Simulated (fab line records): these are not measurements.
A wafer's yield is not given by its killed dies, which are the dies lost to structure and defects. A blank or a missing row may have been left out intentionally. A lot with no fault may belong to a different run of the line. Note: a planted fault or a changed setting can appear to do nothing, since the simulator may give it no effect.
Which tool did it? | flow sky130 | Sampling: 6 lots, 18 wafers, 2 of 708 route steps

== WHAT THE GAUGES READ, wafer by wafer ==
SKY_VIA4_THK_MEAS_01.
lot  | measured     | on            | VIA4_HDPCVD_THK (nm)
L754 | day 41 20:56 | film metro-01 | 1744 1730 1724
L756 | day 42 09:39 | film metro-02 | 1773 1779 1777
L759 | day 43 12:11 | film metro-02 | 1771 1754 1738
L764 | day 44 23:52 | film metro-04 | 1715 1751 1744
L771 | day 46 08:29 | film metro-02 | 1757 1742 1782
L775 | day 47 11:43 | film metro-02 | 1776 1757 1777

== WHICH TOOL RAN EACH LOT (tool, then ch and the chambers of the sampled wafers, then the start) ==
lot  | SKY_CONTACT_ETCH_17
L754 | rie diel-04 ch 0,1,2, day 31 14:55
L756 | rie diel-02 ch 1,2, day 32 07:25
L759 | rie diel-02 ch 0,2, day 33 12:28
L764 | rie diel-02 ch 2,3, day 35 05:17
L771 | rie diel-03 ch 1,2, day 37 01:46
L775 | rie diel-02 ch 0,2,3, day 38 09:19
- SKY_CONTACT_ETCH_17: etches SiO2 in C4F8/O2/Ar, stops on Si3N4, target depth 340 nm.

== THE ANSWER, worked out from the rows above alone ==
Rule: usual is defined by the lots themselves. Put in order of their means at a reading, lots are off if they are a third of the lots or fewer, leave a main group of 4 or more, and stand apart from it by a gap of 3 or more times the standard deviation of the main group's means; of several such gaps the widest counts. A main group is skipped when, at the precision printed for the reading in the tables above, its means are all equal. Also off: a lot with no number at a reading for which 4 or more lots have one. All remaining lots with rows at the step are treated as sound.
No lot is off at any reading shown: from this, nothing can be told.

== WHAT THE SIMULATOR HAD INSERTED ==
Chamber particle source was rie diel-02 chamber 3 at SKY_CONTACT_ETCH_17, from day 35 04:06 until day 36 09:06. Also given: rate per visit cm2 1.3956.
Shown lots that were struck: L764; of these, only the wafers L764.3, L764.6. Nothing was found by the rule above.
